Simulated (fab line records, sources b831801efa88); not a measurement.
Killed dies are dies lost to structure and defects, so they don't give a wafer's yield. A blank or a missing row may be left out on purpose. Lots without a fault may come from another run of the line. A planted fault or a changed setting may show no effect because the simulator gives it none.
Which tool did it? | flow gf180mcu | 14 lots, 42 wafers sampled, at 3 steps of a route of 602

WHAT THE GAUGES READ, wafer by wafer
GF_V5_BOW_MEAS_05. Usual: V5_BOW 135 um, standard deviation 9.3.
lot  | measured     | on            | V5_BOW (um) | flag
L534 | day 26 04:26 | film_metro-01 | 133 124 123 |
L535 | day 26 17:07 | film_metro-01 | 124 118 119 |
L537 | day 27 10:44 | film_metro-03 | 126 136 148 |
L539 | day 27 22:07 | film_metro-03 | 135 119 135 |
L540 | day 28 16:09 | film_metro-03 | 140 148 133 |
L541 | day 28 14:35 | film_metro-03 | 137 136 126 |
L543 | day 29 07:35 | film_metro-02 | 131 108 111 |
L544 | day 29 14:20 | film_metro-03 | 139 127 123 |
L546 | day 30 03:58 | film_metro-02 | 137 144 128 |
L548 | day 30 17:10 | film_metro-03 | 127 127 133 |
L551 | day 31 13:51 | film_metro-03 | 138 140 139 |
L554 | day 32 06:24 | film_metro-03 | 133 136 144 |
L555 | day 32 11:59 | film_metro-03 | 158 143 133 |
L557 | day 32 23:17 | film_metro-01 | 149 137 156 |

GF_V5_OVL_MEAS_15. Usual: V5_OVL -1 nm, standard deviation 4.3.
lot  | measured     | on         | V5_OVL (nm) | flag
L534 | day 27 00:43 | overlay-02 | -11 2 3     |
L535 | day 27 13:57 | overlay-01 | -5 -3 -7    |
L537 | day 28 06:44 | overlay-02 | 5 6 2       |
L539 | day 28 17:10 | overlay-01 | 0 -3 -3     |
L540 | day 29 11:25 | overlay-01 | -7 -10 -9   |
L541 | day 29 09:47 | overlay-01 | 1 -2 -4     |
L543 | day 30 02:41 | overlay-01 | 0 -5 0      |
L544 | day 30 08:46 | overlay-01 | -3 -5 -6    |
L546 | day 30 21:53 | overlay-01 | -2 3 -3     |
L548 | day 31 11:34 | overlay-01 | 2 6 -2      |
L551 | day 32 07:02 | overlay-01 | 6 4 3       |
L554 | day 32 22:41 | overlay-01 | -2 -10 -5   |
L555 | day 33 03:59 | overlay-02 | -2 -4 -5    |
L557 | day 33 14:53 | overlay-02 | 3 -1 0      |

WHICH TOOL RAN EACH LOT (tool, then ch and the chambers of the sampled wafers, then the start)
lot  | GF_CONTACT_ETCH_17
L534 | rie_diel-04 ch 0,1,2, day 16 00:00
L535 | rie_diel-03 ch 2,3, day 16 12:00
L537 | rie_diel-04 ch 0,1,3, day 17 05:00
L539 | rie_diel-04 ch 0,1,3, day 17 21:00
L540 | rie_diel-03 ch 0,1, day 18 16:00
L541 | rie_diel-02 ch 0,1,2, day 18 18:00
L543 | rie_diel-04 ch 1,2,3, day 19 13:00
L544 | rie_diel-02 ch 0,1, day 20 00:00
L546 | rie_diel-04 ch 0,1,2, day 20 17:00
L548 | rie_diel-04 ch 0,2,3, day 21 11:00
L551 | rie_diel-03 ch 0,1,2, day 22 12:00
L554 | rie_diel-02 ch 0,1, day 23 12:00
L555 | rie_diel-03 ch 0,2,3, day 23 15:00
L557 | rie_diel-03 ch 1,3, day 24 07:00
- GF_CONTACT_ETCH_17: etches SiO2 in C4F8/O2/Ar, stops on CoSi2, target depth 860 nm.

WHAT THE TOOLS THEMSELVES READ (means of the sampled wafers that have a number; where no wafer has one, the mark that the record gives instead)
GF_CONTACT_ETCH_17. Usual: oes_product_au 0.814 a.u., standard deviation 0.0052.
lot  | tool        | oes_product_au (a.u.) | flag
L534 | rie_diel-04 | 0.813                 |
L535 | rie_diel-03 | 0.813                 |
L537 | rie_diel-04 | 0.810                 |
L539 | rie_diel-04 | 0.816                 |
L540 | rie_diel-03 | 0.814                 |
L541 | rie_diel-02 | 0.812                 |
L543 | rie_diel-04 | 0.820                 |
L544 | rie_diel-02 | 0.815                 |
L546 | rie_diel-04 | 0.818                 |
L548 | rie_diel-04 | 0.811                 |
L551 | rie_diel-03 | 0.809                 |
L554 | rie_diel-02 | 0.816                 |
L555 | rie_diel-03 | 0.822                 |
L557 | rie_diel-03 | 0.823                 |

THE ANSWER, worked out from the rows above alone
Rule: a lot is off if the mean of its wafers that have a number lies more than 3 standard deviations from the usual mean. A lot without any number at a reading at which 4 lots or more have one is off too. The other lots that the step has rows for count as sound. The gauges are gone through in route order, then the tools' own readings, and for those a lot's mean is taken as printed above. The first step at which some lot is off is used, and at that step the reading that is off furthest; a lot without a number counts as furthest.
No lot is off at any reading shown: from this, nothing can be told.

WHAT THE SIMULATOR HAD PUT IN
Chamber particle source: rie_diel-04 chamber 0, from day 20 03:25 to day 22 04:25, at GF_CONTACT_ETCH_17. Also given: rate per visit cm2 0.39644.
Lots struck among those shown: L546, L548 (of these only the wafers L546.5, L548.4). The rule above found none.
